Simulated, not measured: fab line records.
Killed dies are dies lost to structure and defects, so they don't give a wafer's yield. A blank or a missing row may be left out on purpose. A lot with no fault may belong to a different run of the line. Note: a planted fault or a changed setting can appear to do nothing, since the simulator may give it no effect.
fab line records ; flow gf180mcu
record: lots: 24; wafers: 72; last-day: 34
route steps=602 shown HV_LDD@226 V4@502 V5@545 TOP_METAL@581
lots that met no fault: from a run of the same line without faults
start-h: hours from the record's first day to the start of the lot's first wafer shown ; wait-h: time in hours since the lot's previous step ; " same as the row above ; L1.1+2: a row that stands for several wafers ; - either no value or no given start ; * or withheld: withheld ; < > ~ a bound
route shown NAME@n: NAME is a module with steps in the file, n the number in the route of the first one ; usual: average and standard deviation across the fault-free wafers ; same: alike in all rows ; chamber/n: place in a boat ; sites: each site's reading ; _std_site: the values' standard deviation ; _edge_site: inner sites' mean taken away from outer sites' mean ; radius-mm: for every site, how far away it sits from the centre of the wafer ; mask NAME#n: copy n ; behind: the tool/chamber that last shaped the wafer ; hold: why the lot went on hold/how many hours it stayed there/how the hold came to an end ; device: the transistor (n, p or np) that didn't switch ; end of line: at the end of the route, the tests of the same wafers ; a step without rows: its recipe alone ; killed: not the wafer's yield, but the dies lost to structure and defects at the first sort ; map: a wafer's dies, x killed, . not, _ none there
set.NAME: the run value of the setting; set.NAME@STEP: its run value at that earlier step ; model.NAME: the simulator's own value behind a step, which no gauge read
the route's steps for a sample of lots (tables are steps, rows are wafers)
services: from which hour (start-h, from the record's first day; less than 0 if before it) a tool's chamber was out of use, for how many hours, and why
== steps ==
step: GF_HV_LDD_TW_MEAS_50
usual: HV_LDD_4_TW: 564/8.1
lot.wafer;tool;chamber;start-h;wait-h;HV_LDD_4_TW
L074.4;film-metro-03;-;267.55;0.1;559
L074.5;film-metro-03;-;267.55;0.1;556
L074.6;film-metro-03;-;267.55;0.1;555
L075.2;film-metro-03;-;281.77;0.1;556
L075.3;film-metro-03;-;281.77;0.1;554
L075.6;film-metro-03;-;281.77;0.1;558
L076.1;film-metro-02;-;288.29;0.1;572
L076.4;film-metro-02;-;288.29;0.1;572
L076.5;film-metro-02;-;288.29;0.1;573
L077.1;film-metro-03;-;292.53;0.1;556
L077.3;film-metro-03;-;292.53;0.1;562
L077.4;film-metro-03;-;292.53;0.1;559
L078.2;film-metro-03;-;298.75;0.1;557
L078.3;film-metro-03;-;298.75;0.1;557
L078.5;film-metro-03;-;298.75;0.1;557
L079.1;film-metro-03;-;315.49;0.1;553
L079.2;film-metro-03;-;315.49;0.1;558
L079.3;film-metro-03;-;315.49;0.1;554
L080.1;film-metro-03;-;317.87;0.1;553
L080.2;film-metro-03;-;317.87;0.1;554
L080.3;film-metro-03;-;317.87;0.1;552
L081.1;film-metro-03;-;326.18;0.1;554
L081.2;film-metro-03;-;326.18;0.1;553
L081.4;film-metro-03;-;326.18;0.1;554
L082.1;film-metro-03;-;335.13;0.1;557
L082.3;film-metro-03;-;335.13;0.1;555
L082.6;film-metro-03;-;335.13;0.1;558
L083.2;film-metro-03;-;344.80;0.1;560
L083.5;film-metro-03;-;344.80;0.1;561
L083.6;film-metro-03;-;344.80;0.1;562
L084.2;film-metro-04;-;354.00;0.1;568
L084.4;film-metro-04;-;354.00;0.1;572
L084.6;film-metro-04;-;354.00;0.1;574
L085.1;film-metro-03;-;363.43;0.1;559
L085.4;film-metro-03;-;363.43;0.1;559
L085.6;film-metro-03;-;363.43;0.1;557
L086.1;film-metro-02;-;366.34;0.1;572
L086.2;film-metro-02;-;366.34;0.1;569
L086.3;film-metro-02;-;366.34;0.1;573
L087.1;film-metro-03;-;383.61;0.1;558
L087.4;film-metro-03;-;383.61;0.1;558
L087.5;film-metro-03;-;383.61;0.1;560
L088.1;film-metro-02;-;393.23;0.1;571
L088.3;film-metro-02;-;393.23;0.1;572
L088.4;film-metro-02;-;393.23;0.1;571
L089.2;film-metro-04;-;397.79;0.1;574
L089.4;film-metro-04;-;397.79;0.1;571
L089.5;film-metro-04;-;397.79;0.1;574
L090.2;film-metro-03;-;406.00;0.1;558
L090.3;film-metro-03;-;406.00;0.1;557
L090.4;film-metro-03;-;406.00;0.1;559
L091.3;film-metro-03;-;413.31;0.1;554
L091.4;film-metro-03;-;413.31;0.1;555
L091.5;film-metro-03;-;413.31;0.1;557
L092.2;film-metro-04;-;427.50;0.1;571
L092.3;film-metro-04;-;427.50;0.1;575
L092.4;film-metro-04;-;427.50;0.1;571
L093.1;film-metro-04;-;431.74;0.1;573
L093.3;film-metro-04;-;431.74;0.1;573
L093.5;film-metro-04;-;431.74;0.1;576
L094.1;film-metro-04;-;442.97;0.1;574
L094.4;film-metro-04;-;442.97;0.1;573
L094.5;film-metro-04;-;442.97;0.1;572
L095.4;film-metro-02;-;448.05;0.1;570
L095.5;film-metro-02;-;448.05;0.1;574
L095.6;film-metro-02;-;448.05;0.1;574
L096.4;film-metro-02;-;449.90;0.1;576
L096.5;film-metro-02;-;449.90;0.1;570
L096.6;film-metro-02;-;449.90;0.1;577
L097.1;film-metro-02;-;458.76;0.1;574
L097.4;film-metro-02;-;458.76;0.1;577
L097.5;film-metro-02;-;458.76;0.1;574
step: GF_V4_CMP_26
recipe: stop-on: SiO2; down-force-psi: 3.5; platen-rpm: 60; t-overpolish-s: 15; target-thk-nm: 0; pad-velocity-m-s: 0.94248
usual: edge-zone-pressure-frac: 1.000/0.0046; motor-current-A: 10.8/1; overpolish-run-s: 15.000/0.0097; time-to-endpoint-s: 83/3.6
lot.wafer;tool;chamber;start-h;wait-h;edge-zone-pressure-frac;motor-current-A;overpolish-run-s;time-to-endpoint-s
L074.4;cmp-02;0;558.69;0.1;0.998;10.7;14.988;92
L074.6;cmp-02;2;558.69;0.1;1.006;9.2;15.003;85
L074.5;cmp-02;3;558.69;0.1;0.999;9.4;15.001;81
L075.2;cmp-02;0;571.91;0.0;1.002;11.7;15.005;86
L075.3;cmp-02;1;571.91;0.0;0.998;11.4;15.002;79
L075.6;cmp-02;1;571.91;0.0;1.007;11.9;15.014;77
L076.4;cmp-02;3;579.48;0.0;1.003;9.9;14.985;82
L076.1;cmp-02;2;579.48;0.0;0.999;9.7;15.000;85
L076.5;cmp-02;3;579.48;0.0;1.005;9.4;15.008;81
L077.3;cmp-01;0;584.88;0.0;0.994;10.9;15.000;83
L077.4;cmp-01;2;584.88;0.0;0.996;10.1;15.003;91
L077.1;cmp-01;3;584.88;0.0;1.006;12.4;15.012;84
L078.3;cmp-01;3;588.96;0.1;0.998;12.3;15.004;89
L078.2;cmp-01;1;588.96;0.1;1.008;11.2;14.990;80
L078.5;cmp-01;3;588.96;0.1;1.005;12.2;15.006;84
L079.3;cmp-01;2;606.08;0.0;0.996;10.5;14.984;86
L079.2;cmp-01;3;606.08;0.0;1.001;11.9;15.002;85
L079.1;cmp-01;1;606.08;0.0;0.998;11.7;14.999;78
L080.2;cmp-02;1;610.19;0.0;0.995;11.5;15.004;79
L080.1;cmp-02;3;610.19;0.0;1.005;9.6;14.995;79
L080.3;cmp-02;0;610.19;0.0;0.999;11.7;15.009;88
L081.2;cmp-02;3;618.15;0.0;1.006;10.1;15.001;80
L081.1;cmp-02;1;618.15;0.0;1.002;11.9;15.020;76
L081.4;cmp-02;2;618.15;0.0;1.009;9.6;15.002;83
L082.3;cmp-01;1;628.53;0.2;1.002;11.2;15.024;81
L082.1;cmp-01;3;628.53;0.2;0.993;12.2;15.005;87
L082.6;cmp-01;2;628.53;0.2;0.991;10.3;14.995;85
L083.2;cmp-02;1;637.48;0.1;0.999;12.0;15.011;80
L083.6;cmp-02;0;637.48;0.1;0.999;11.3;14.991;85
L083.5;cmp-02;1;637.48;0.1;1.014;12.1;15.011;78
L084.2;cmp-02;3;643.89;0.1;0.993;10.1;15.000;82
L084.4;cmp-02;0;643.89;0.1;1.000;11.8;15.006;85
L084.6;cmp-02;3;643.89;0.1;1.001;10.2;14.997;76
L085.4;cmp-02;0;652.89;0.1;1.004;11.4;14.999;84
L085.1;cmp-02;2;652.89;0.1;0.999;9.7;14.997;84
L085.6;cmp-02;3;652.89;0.1;0.993;9.8;14.975;77
L086.3;cmp-02;2;656.88;0.0;1.003;9.4;14.999;84
L086.2;cmp-02;3;656.88;0.0;0.997;9.8;14.989;80
L086.1;cmp-02;0;656.88;0.0;0.998;11.9;14.989;84
L087.1;cmp-02;1;670.95;0.1;1.001;11.8;15.006;81
L087.4;cmp-02;3;670.95;0.1;1.008;9.6;14.987;79
L087.5;cmp-02;1;670.95;0.1;1.005;12.2;15.005;81
L088.4;cmp-01;3;678.03;0.1;0.992;12.2;15.005;80
L088.1;cmp-01;0;678.03;0.1;1.009;10.7;15.003;85
L088.3;cmp-01;1;678.03;0.1;0.998;11.4;15.003;78
L089.2;cmp-01;3;683.09;0.0;1.007;12.1;14.991;85
L089.4;cmp-01;1;683.09;0.0;0.997;11.8;14.998;79
L089.5;cmp-01;3;683.09;0.0;1.007;12.1;14.997;83
L090.2;cmp-02;0;687.08;0.0;1.003;11.8;15.002;86
L090.3;cmp-02;1;687.08;0.0;1.001;12.2;14.989;79
L090.4;cmp-02;2;687.08;0.0;0.998;9.1;15.021;84
L091.3;cmp-01;0;696.98;0.5;0.996;10.3;14.996;85
L091.4;cmp-01;2;696.98;0.5;0.995;10.2;14.996;90
L091.5;cmp-01;1;696.98;0.5;1.002;11.6;15.000;81
L092.2;cmp-01;1;705.31;0.0;0.994;11.6;14.987;79
L092.3;cmp-01;3;705.31;0.0;0.994;11.7;14.995;85
L092.4;cmp-01;0;705.31;0.0;0.999;10.0;15.012;86
L093.1;cmp-01;3;709.77;0.1;0.999;12.1;15.000;80
L093.3;cmp-01;2;709.77;0.1;1.006;10.1;15.003;81
L093.5;cmp-01;3;709.77;0.1;1.000;12.1;15.012;83
L094.1;cmp-02;1;719.06;0.1;0.998;11.7;14.998;82
L094.4;cmp-02;3;719.06;0.1;1.000;10.6;14.974;82
L094.5;cmp-02;2;719.06;0.1;1.002;9.2;14.996;85
L095.4;cmp-01;2;720.10;0.2;1.006;10.7;14.987;86
L095.5;cmp-01;3;720.10;0.2;0.999;12.3;15.007;85
L095.6;cmp-01;0;720.10;0.2;1.000;10.1;15.011;86
L096.4;cmp-02;0;722.49;0.1;1.006;11.4;15.002;89
L096.5;cmp-02;2;722.49;0.1;1.007;9.1;15.004;91
L096.6;cmp-02;3;722.49;0.1;0.988;9.5;14.998;81
L097.1;cmp-01;1;727.33;0.1;0.998;11.7;15.002;76
L097.4;cmp-01;3;727.33;0.1;1.002;12.5;15.003;83
L097.5;cmp-01;1;727.33;0.1;1.002;11.2;15.002;79
step: GF_V5_BOW_MEAS_05
recipe: mode: bow
usual: V5_BOW: 133/9.2
lot.wafer;tool;chamber;start-h;wait-h;V5_BOW[um]
L074.4;film-metro-03;-;603.90;0.2;139
L074.5;film-metro-03;-;603.90;0.2;146
L074.6;film-metro-03;-;603.90;0.2;144
L075.2;film-metro-03;-;616.26;0.1;133
L075.3;film-metro-03;-;616.26;0.1;134
L075.6;film-metro-03;-;616.26;0.1;121
L076.1;film-metro-02;-;623.00;0.1;137
L076.4;film-metro-02;-;623.00;0.1;132
L076.5;film-metro-02;-;623.00;0.1;125
L077.1;film-metro-03;-;629.35;0.1;127
L077.3;film-metro-03;-;629.35;0.1;144
L077.4;film-metro-03;-;629.35;0.1;138
L078.2;film-metro-02;-;632.34;0.3;127
L078.3;film-metro-02;-;632.34;0.3;120
L078.5;film-metro-02;-;632.34;0.3;125
L079.1;film-metro-03;-;650.01;0.1;130
L079.2;film-metro-03;-;650.01;0.1;123
L079.3;film-metro-03;-;650.01;0.1;134
L080.1;film-metro-03;-;652.24;0.1;144
L080.2;film-metro-03;-;652.24;0.1;139
L080.3;film-metro-03;-;652.24;0.1;148
L081.1;film-metro-03;-;661.34;0.1;135
L081.2;film-metro-03;-;661.34;0.1;141
L081.4;film-metro-03;-;661.34;0.1;133
L082.1;film-metro-01;-;669.58;0.1;138
L082.3;film-metro-01;-;669.58;0.1;124
L082.6;film-metro-01;-;669.58;0.1;121
L083.2;film-metro-01;-;678.53;0.1;135
L083.5;film-metro-01;-;678.53;0.1;139
L083.6;film-metro-01;-;678.53;0.1;138
L084.2;film-metro-03;-;685.32;0.2;114
L084.4;film-metro-03;-;685.32;0.2;130
L084.6;film-metro-03;-;685.32;0.2;118
L085.1;film-metro-02;-;693.48;0.1;130
L085.4;film-metro-02;-;693.48;0.1;140
L085.6;film-metro-02;-;693.48;0.1;146
L086.1;film-metro-03;-;697.88;0.2;140
L086.2;film-metro-03;-;697.88;0.2;134
L086.3;film-metro-03;-;697.88;0.2;142
L087.1;film-metro-01;-;711.16;0.2;130
L087.4;film-metro-01;-;711.16;0.2;134
L087.5;film-metro-01;-;711.16;0.2;148
L088.1;film-metro-01;-;717.66;0.1;127
L088.3;film-metro-01;-;717.66;0.1;128
L088.4;film-metro-01;-;717.66;0.1;120
L089.2;film-metro-02;-;722.37;0.2;129
L089.4;film-metro-02;-;722.37;0.2;138
L089.5;film-metro-02;-;722.37;0.2;139
L090.2;film-metro-01;-;725.48;0.3;137
L090.3;film-metro-01;-;725.48;0.3;142
L090.4;film-metro-01;-;725.48;0.3;134
L091.3;film-metro-03;-;735.25;0.1;136
L091.4;film-metro-03;-;735.25;0.1;138
L091.5;film-metro-03;-;735.25;0.1;141
L092.2;film-metro-03;-;743.24;0.2;148
L092.3;film-metro-03;-;743.24;0.2;134
L092.4;film-metro-03;-;743.24;0.2;131
L093.1;film-metro-01;-;746.76;0.1;137
L093.3;film-metro-01;-;746.76;0.1;129
L093.5;film-metro-01;-;746.76;0.1;142
L094.1;film-metro-03;-;755.55;0.1;116
L094.4;film-metro-03;-;755.55;0.1;121
L094.5;film-metro-03;-;755.55;0.1;109
L095.4;film-metro-03;-;756.31;0.3;137
L095.5;film-metro-03;-;756.31;0.3;125
L095.6;film-metro-03;-;756.31;0.3;126
L096.4;film-metro-02;-;759.16;0.4;117
L096.5;film-metro-02;-;759.16;0.4;124
L096.6;film-metro-02;-;759.16;0.4;117
L097.1;film-metro-03;-;762.05;0.2;135
L097.4;film-metro-03;-;762.05;0.2;131
L097.5;film-metro-03;-;762.05;0.2;131
step: GF_V5_STRIP_18
recipe: chemistry: O2/N2; power-w: 1400; pressure-mtorr: 1500; platen-temp-c: 250; o2-flow-sccm: 3000; n2-flow-sccm: 300; overash-fraction: 0.5
usual: drypump-motor-current-A: 5.6/0.6; heater-power-w: 326/30; oes-product-au: 0.568/0.0045; platen-temp-c: 250.00/0.17
lot.wafer;tool;chamber;start-h;wait-h;drypump-motor-current-A;heater-power-w;oes-product-au;platen-temp-c;rf-hours-counter-h
L074.4;plasma-asher-01;0;624.86;-;4.9;359;0.566;250.31;-
L074.5;plasma-asher-01;0;624.86;-;4.9;360;0.567;249.94;-
L074.6;plasma-asher-01;1;624.86;-;5.8;338;0.568;250.00;-
L075.2;plasma-asher-04;1;636.65;-;5.4;351;0.564;249.91;21
L075.3;plasma-asher-04;1;636.65;-;5.4;352;0.571;250.10;-
L075.6;plasma-asher-04;0;636.65;-;6.7;292;0.561;249.78;-
L076.1;plasma-asher-03;0;643.72;-;5.2;285;0.572;250.10;106
L076.4;plasma-asher-03;0;643.72;-;5.1;287;0.569;249.90;-
L076.5;plasma-asher-03;0;643.72;-;5.1;278;0.566;250.21;-
L077.1;plasma-asher-03;0;649.82;-;5.1;291;0.559;250.00;106
L077.3;plasma-asher-03;1;649.82;-;6.2;347;0.562;250.16;-
L077.4;plasma-asher-03;0;649.82;-;5.2;288;0.563;250.07;-
L078.2;plasma-asher-01;0;651.92;-;4.9;366;0.568;250.37;85
L078.3;plasma-asher-01;0;651.92;-;4.9;374;0.565;250.11;-
L078.5;plasma-asher-01;0;651.92;-;4.9;354;0.565;250.15;-
L079.1;plasma-asher-04;0;669.56;-;6.7;294;0.560;250.11;25
L079.2;plasma-asher-04;1;669.56;-;5.4;351;0.566;250.16;25
L079.3;plasma-asher-04;1;669.56;-;5.4;344;0.574;249.99;-
L080.1;plasma-asher-01;0;671.86;-;4.9;364;0.568;250.14;87
L080.2;plasma-asher-01;1;671.86;-;5.8;329;0.564;249.75;87
L080.3;plasma-asher-01;1;671.86;-;5.8;331;0.572;249.70;-
L081.1;plasma-asher-03;1;680.57;-;6.1;357;0.563;250.07;110
L081.2;plasma-asher-03;0;680.57;-;5.2;286;0.568;249.94;110
L081.4;plasma-asher-03;1;680.57;-;6.2;348;0.562;249.87;-
L082.1;plasma-asher-01;1;689.15;-;5.8;333;0.570;250.04;88
L082.3;plasma-asher-01;1;689.15;-;5.8;325;0.564;250.11;-
L082.6;plasma-asher-01;1;689.15;-;5.8;330;0.572;250.08;-
L083.2;plasma-asher-01;1;697.35;-;5.8;328;0.564;249.94;89
L083.5;plasma-asher-01;1;697.35;-;5.8;325;0.570;249.91;-
L083.6;plasma-asher-01;0;697.35;-;4.9;373;0.565;249.60;-
L084.2;plasma-asher-04;1;704.17;-;5.4;354;0.567;250.00;28
L084.4;plasma-asher-04;1;704.17;-;5.4;352;0.563;250.25;-
L084.6;plasma-asher-04;0;704.17;-;6.7;294;0.565;250.09;-
L085.1;plasma-asher-01;1;712.11;-;5.8;327;0.568;250.00;91
L085.4;plasma-asher-01;1;712.11;-;5.8;332;0.571;249.65;-
L085.6;plasma-asher-01;0;712.11;-;4.9;360;0.572;249.83;-
L086.1;plasma-asher-03;0;716.67;-;5.1;287;0.578;249.66;113
L086.2;plasma-asher-03;1;716.67;-;6.2;358;0.571;250.30;113
L086.3;plasma-asher-03;1;716.67;-;6.2;347;0.569;250.08;-
L087.1;plasma-asher-03;0;728.66;-;5.1;282;0.564;250.05;115
L087.4;plasma-asher-03;0;728.66;-;5.1;287;0.570;249.98;-
L087.5;plasma-asher-03;0;728.66;-;5.1;282;0.565;250.00;-
L088.1;plasma-asher-04;1;735.32;-;5.4;346;0.562;249.97;31
L088.3;plasma-asher-04;0;735.32;-;6.7;300;0.571;250.29;-
L088.4;plasma-asher-04;1;735.32;-;5.4;349;0.564;249.87;-
L089.2;plasma-asher-01;0;739.46;-;4.9;365;0.568;249.77;94
L089.4;plasma-asher-01;0;739.46;-;4.9;374;0.573;249.98;-
L089.5;plasma-asher-01;1;739.46;-;5.8;327;0.570;250.05;-
L090.2;plasma-asher-03;0;742.95;-;5.2;284;0.576;249.94;0
L090.3;plasma-asher-03;0;742.95;-;5.1;280;0.562;249.92;-
L090.4;plasma-asher-03;1;742.95;-;6.2;328;0.571;250.09;-
L091.3;plasma-asher-03;0;752.38;-;5.1;285;0.569;249.69;-
L091.4;plasma-asher-03;1;752.38;-;6.2;325;0.567;250.24;-
L091.5;plasma-asher-03;0;752.38;-;5.1;290;0.568;249.69;-
L092.2;plasma-asher-03;0;759.80;-;5.2;285;0.570;250.10;2
L092.3;plasma-asher-03;1;759.80;-;6.2;319;0.564;249.92;-
L092.4;plasma-asher-03;0;759.80;-;5.1;282;0.568;250.02;-
L093.1;plasma-asher-03;0;763.35;-;5.2;277;0.577;249.75;2
L093.3;plasma-asher-03;0;763.35;-;5.1;283;0.568;250.13;-
L093.5;plasma-asher-03;0;763.35;-;5.1;282;0.570;250.27;-
L094.1;plasma-asher-04;0;772.55;-;6.7;294;0.573;250.27;35
L094.4;plasma-asher-04;1;772.55;-;5.4;341;0.571;250.11;-
L094.5;plasma-asher-04;0;772.55;-;6.7;286;0.567;250.10;-
L095.4;plasma-asher-04;1;773.16;-;5.4;339;0.576;249.98;-
L095.5;plasma-asher-04;1;773.16;-;5.4;348;0.571;249.87;-
L095.6;plasma-asher-04;0;773.16;-;6.7;295;0.573;249.96;-
L096.4;plasma-asher-01;0;775.04;-;4.9;363;0.568;249.95;-
L096.5;plasma-asher-01;0;775.04;-;4.9;357;0.574;250.10;-
L096.6;plasma-asher-01;1;775.04;-;5.8;332;0.576;250.06;-
L097.1;plasma-asher-03;0;778.70;-;5.1;280;0.558;249.93;4
L097.4;plasma-asher-03;0;778.70;-;5.1;277;0.573;250.19;-
L097.5;plasma-asher-03;0;778.70;-;5.1;285;0.562;250.18;-
step: GF_V5_THK_MEAS_25
recipe: thk-meas-gauge: xrf; reads: W_of_V5_CVD_23
usual: V5_W_THK: 350/6.8
lot.wafer;tool;chamber;start-h;wait-h;V5_W_THK[nm]
L074.4;film-metro-01;-;625.72;0.1;352
L074.5;film-metro-01;-;625.72;0.1;348
L074.6;film-metro-01;-;625.72;0.1;348
L075.2;film-metro-01;-;638.55;0.1;358
L075.3;film-metro-01;-;638.55;0.1;354
L075.6;film-metro-01;-;638.55;0.1;349
L076.1;film-metro-03;-;644.60;0.1;357
L076.4;film-metro-03;-;644.60;0.1;356
L076.5;film-metro-03;-;644.60;0.1;361
L077.1;film-metro-03;-;651.03;0.1;359
L077.3;film-metro-03;-;651.03;0.1;357
L077.4;film-metro-03;-;651.03;0.1;355
L078.2;film-metro-01;-;652.90;0.1;345
L078.3;film-metro-01;-;652.90;0.1;349
L078.5;film-metro-01;-;652.90;0.1;352
L079.1;film-metro-02;-;670.42;0.1;354
L079.2;film-metro-02;-;670.42;0.1;352
L079.3;film-metro-02;-;670.42;0.1;350
L080.1;film-metro-03;-;672.72;0.1;356
L080.2;film-metro-03;-;672.72;0.1;360
L080.3;film-metro-03;-;672.72;0.1;356
L081.1;film-metro-03;-;681.44;0.1;357
L081.2;film-metro-03;-;681.44;0.1;358
L081.4;film-metro-03;-;681.44;0.1;360
L082.1;film-metro-01;-;690.01;0.1;342
L082.3;film-metro-01;-;690.01;0.1;339
L082.6;film-metro-01;-;690.01;0.1;336
L083.2;film-metro-02;-;698.22;0.1;357
L083.5;film-metro-02;-;698.22;0.1;360
L083.6;film-metro-02;-;698.22;0.1;357
L084.2;film-metro-03;-;705.07;0.1;357
L084.4;film-metro-03;-;705.07;0.1;354
L084.6;film-metro-03;-;705.07;0.1;359
L085.1;film-metro-01;-;712.98;0.1;341
L085.4;film-metro-01;-;712.98;0.1;341
L085.6;film-metro-01;-;712.98;0.1;349
L086.1;film-metro-01;-;717.53;0.1;342
L086.2;film-metro-01;-;717.53;0.1;339
L086.3;film-metro-01;-;717.53;0.1;343
L087.1;film-metro-01;-;729.55;0.1;349
L087.4;film-metro-01;-;729.55;0.1;347
L087.5;film-metro-01;-;729.55;0.1;346
L088.1;film-metro-01;-;736.19;0.1;346
L088.3;film-metro-01;-;736.19;0.1;347
L088.4;film-metro-01;-;736.19;0.1;342
L089.2;film-metro-03;-;740.38;0.1;356
L089.4;film-metro-03;-;740.38;0.1;358
L089.5;film-metro-03;-;740.38;0.1;356
L090.2;film-metro-03;-;743.83;0.1;357
L090.3;film-metro-03;-;743.83;0.1;360
L090.4;film-metro-03;-;743.83;0.1;358
L091.3;film-metro-01;-;753.23;0.1;344
L091.4;film-metro-01;-;753.23;0.1;348
L091.5;film-metro-01;-;753.23;0.1;346
L092.2;film-metro-01;-;760.69;0.1;343
L092.3;film-metro-01;-;760.69;0.1;345
L092.4;film-metro-01;-;760.69;0.1;341
L093.1;film-metro-02;-;764.25;0.1;352
L093.3;film-metro-02;-;764.25;0.1;349
L093.5;film-metro-02;-;764.25;0.1;349
L094.1;film-metro-01;-;773.45;0.1;344
L094.4;film-metro-01;-;773.45;0.1;343
L094.5;film-metro-01;-;773.45;0.1;340
L095.4;film-metro-01;-;774.09;0.1;341
L095.5;film-metro-01;-;774.09;0.1;341
L095.6;film-metro-01;-;774.09;0.1;345
L096.4;film-metro-02;-;776.16;0.1;353
L096.5;film-metro-02;-;776.16;0.1;355
L096.6;film-metro-02;-;776.16;0.1;353
L097.1;film-metro-02;-;779.57;0.1;351
L097.4;film-metro-02;-;779.57;0.1;354
L097.5;film-metro-02;-;779.57;0.1;355
step: GF_TOP_METAL_CD_MEAS_14
recipe: target-cd-nm: 440
usual: cd-nm: 438.5/2.4
lot.wafer;tool;chamber;start-h;wait-h;cd-nm
L074.4;cd-sem-02;-;645.93;0.1;438.9
L074.5;cd-sem-02;-;645.93;0.1;439.5
L074.6;cd-sem-02;-;645.93;0.1;439.8
L075.2;cd-sem-02;-;658.47;0.1;439.6
L075.3;cd-sem-02;-;658.47;0.1;436.3
L075.6;cd-sem-02;-;658.47;0.1;439.9
L076.1;cd-sem-02;-;664.68;0.1;441.7
L076.4;cd-sem-02;-;664.68;0.1;443.0
L076.5;cd-sem-02;-;664.68;0.1;443.9
L077.1;cd-sem-02;-;670.45;0.1;440.4
L077.3;cd-sem-02;-;670.45;0.1;442.6
L077.4;cd-sem-02;-;670.45;0.1;441.6
L078.2;cd-sem-02;-;673.20;0.1;434.6
L078.3;cd-sem-02;-;673.20;0.1;437.6
L078.5;cd-sem-02;-;673.20;0.1;436.5
L079.1;cd-sem-01;-;690.05;0.1;439.0
L079.2;cd-sem-01;-;690.05;0.1;435.0
L079.3;cd-sem-01;-;690.05;0.1;436.9
L080.1;cd-sem-01;-;692.28;0.1;440.2
L080.2;cd-sem-01;-;692.28;0.1;438.7
L080.3;cd-sem-01;-;692.28;0.1;440.1
L081.1;cd-sem-02;-;700.67;0.1;441.0
L081.2;cd-sem-02;-;700.67;0.1;440.4
L081.4;cd-sem-02;-;700.67;0.1;439.1
L082.1;cd-sem-01;-;709.38;0.1;439.5
L082.3;cd-sem-01;-;709.38;0.1;438.8
L082.6;cd-sem-01;-;709.38;0.1;438.6
L083.2;cd-sem-02;-;716.93;0.1;440.7
L083.5;cd-sem-02;-;716.93;0.1;441.4
L083.6;cd-sem-02;-;716.93;0.1;439.4
L084.2;cd-sem-02;-;723.38;0.1;437.5
L084.4;cd-sem-02;-;723.38;0.1;437.9
L084.6;cd-sem-02;-;723.38;0.1;440.1
L085.1;cd-sem-02;-;730.35;0.1;440.7
L085.4;cd-sem-02;-;730.35;0.1;441.6
L085.6;cd-sem-02;-;730.35;0.1;441.8
L086.1;cd-sem-01;-;735.55;0.1;438.6
L086.2;cd-sem-01;-;735.55;0.1;438.1
L086.3;cd-sem-01;-;735.55;0.1;436.9
L087.1;cd-sem-01;-;747.33;0.1;434.6
L087.4;cd-sem-01;-;747.33;0.1;436.0
L087.5;cd-sem-01;-;747.33;0.1;433.5
L088.1;cd-sem-02;-;753.60;0.1;439.3
L088.3;cd-sem-02;-;753.60;0.1;439.2
L088.4;cd-sem-02;-;753.60;0.1;437.4
L089.2;cd-sem-01;-;757.97;0.1;435.1
L089.4;cd-sem-01;-;757.97;0.1;437.5
L089.5;cd-sem-01;-;757.97;0.1;436.3
L090.2;cd-sem-02;-;760.78;0.1;437.6
L090.3;cd-sem-02;-;760.78;0.1;440.3
L090.4;cd-sem-02;-;760.78;0.1;440.5
L091.3;cd-sem-01;-;770.09;0.1;433.6
L091.4;cd-sem-01;-;770.09;0.1;434.9
L091.5;cd-sem-01;-;770.09;0.1;431.7
L092.2;cd-sem-01;-;777.58;0.1;440.0
L092.3;cd-sem-01;-;777.58;0.1;438.5
L092.4;cd-sem-01;-;777.58;0.1;439.5
L093.1;cd-sem-02;-;780.13;0.1;441.4
L093.3;cd-sem-02;-;780.13;0.1;438.7
L093.5;cd-sem-02;-;780.13;0.1;437.5
L094.1;cd-sem-02;-;789.91;0.1;437.7
L094.4;cd-sem-02;-;789.91;0.1;438.0
L094.5;cd-sem-02;-;789.91;0.1;438.6
L095.4;cd-sem-01;-;790.54;0.1;435.7
L095.5;cd-sem-01;-;790.54;0.1;435.4
L095.6;cd-sem-01;-;790.54;0.1;436.9
L096.4;cd-sem-02;-;792.29;0.1;435.5
L096.5;cd-sem-02;-;792.29;0.1;439.1
L096.6;cd-sem-02;-;792.29;0.1;439.2
L097.1;cd-sem-01;-;795.21;0.1;437.1
L097.4;cd-sem-01;-;795.21;0.1;437.2
L097.5;cd-sem-01;-;795.21;0.1;435.1
== services ==
tool;chamber;start-h;hours;kind
plasma-asher-01;-;566.69;2.2;repair
cmp-02;-;572.55;4.0;pm
cmp-02;-;576.55;-;consumable-replace:conditioner
cmp-02;-;576.55;-;consumable-replace:pad
cmp-01;-;579.75;1.1;repair
cmp-02;-;580.83;12.1;pm
cmp-01;-;642.06;2.1;repair
plasma-asher-03;-;652.37;0.5;repair
cmp-02;-;688.54;10.0;pm
cmp-02;-;707.75;0.5;repair
cmp-02;-;730.03;5.4;pm
plasma-asher-03;-;733.75;9.0;pm
plasma-asher-03;0;733.75;9.0;vent-cycle
plasma-asher-03;1;733.75;9.0;vent-cycle
plasma-asher-03;0;742.75;-;clean
plasma-asher-03;1;742.75;-;clean
cmp-01;-;749.18;4.0;pm
cmp-01;-;753.18;-;consumable-replace:conditioner
cmp-01;-;753.18;-;consumable-replace:pad
plasma-asher-04;-;753.52;5.2;repair
cmp-01;-;755.80;2.9;repair
cmp-02;-;764.65;2.5;repair
cmp-01;-;771.06;4.1;pm
== key ==
fault none
